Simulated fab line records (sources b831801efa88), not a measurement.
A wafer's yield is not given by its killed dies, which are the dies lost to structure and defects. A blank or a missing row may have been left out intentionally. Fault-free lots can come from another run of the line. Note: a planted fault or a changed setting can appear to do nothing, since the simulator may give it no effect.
A lot that was struck, set against a sound lot ; flow gf180mcu ; 14 steps out of a route of 602
Sound: the wafers L893.3, L893.5, L893.6. Struck: wafers L901.2, L901.4, L901.6. At the end, the cause is stated.
Per side, at each step with rows, come the tool, then ch with its chambers, and then its first start. Under that, the readings that differ: sound wafers ; struck wafers ; difference of the means ; sigmas: that difference in standard deviations of wafers without a fault.
alike: readings whose means differ by less than 2 such deviations, and words and numbers that are the same on both sides. not compared: withheld readings, readings that some wafer has no value for, bounds like >300 that may hide the same value, and numbers for which the record gives no deviation and whose values overlap.
The two part at a step that has a row with sigmas, a row that says differs or no value, or rows on one side only. Numbers that have no deviation but don't overlap get no sigmas and don't part them. A reading missing from all wafers of one side parts the sides only when that side holds two or more wafers.

first, 3 steps without rows for these wafers: GF_MVSD_EXPOSE_04 (exposes mask MVSD, target cd 1000 nm); GF_MVSD_PEB_05; GF_MVSD_DEVELOP_06 (develop time 60 s).
GF_MVSD_OVL_MEAS_07:
  sound on overlay-01, day 6 13:21; struck on overlay-02, day 8 05:18
  alike: MVSD_OVL
then, 2 steps without rows for these wafers: GF_MVSD_IMPLANT_08; GF_MVSD_IMPLANT_09.
GF_MVSD_STRIP_10: strips in O2/N2.
  sound on plasma-asher-03 ch 0,1, day 6 13:43; struck on plasma-asher-03 ch 0,1, day 8 05:38
  alike: drypump-motor-current-A, heater-power-w, oes-product-au, strip-time-to-endpoint-s
  not compared: rf-hours-counter-h
GF_MVSD_TW_MEAS_11:
  sound on film-metro-03, day 6 13:48; struck on film-metro-02, day 8 05:44
  alike: MVSD_TW
then, 4 steps without rows for these wafers: GF_MVPSD_DEHYDRATE_00 (time 60 s); GF_MVPSD_HMDS_01 (prime time 60 s); GF_MVPSD_COAT_02 (resist thk 3000 nm); GF_MVPSD_SOFTBAKE_03.
GF_MVPSD_EXPOSE_04: exposes mask MVPSD, target cd 1000 nm.
  struck on iline-stepper-02, day 8 14:07; sound on iline-stepper-02 ch 0, day 6 21:29
  no value came back on the struck wafers for exposure-dose-mJ-cm2, focus-offset-nm (nm); on the sound wafers exposure-dose-mJ-cm2 reads 260.65 259.93 260.32
  alike: mask
following that, these wafers have no rows for 1 step: GF_MVPSD_PEB_05.

## WHERE THEY PART
GF_MVPSD_EXPOSE_04 only, going by this record.

WHY: the cause the simulator had injected
At GF_MVPSD_EXPOSE_04, the step was skipped entirely on iline-stepper-02 from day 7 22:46 on. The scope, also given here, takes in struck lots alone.
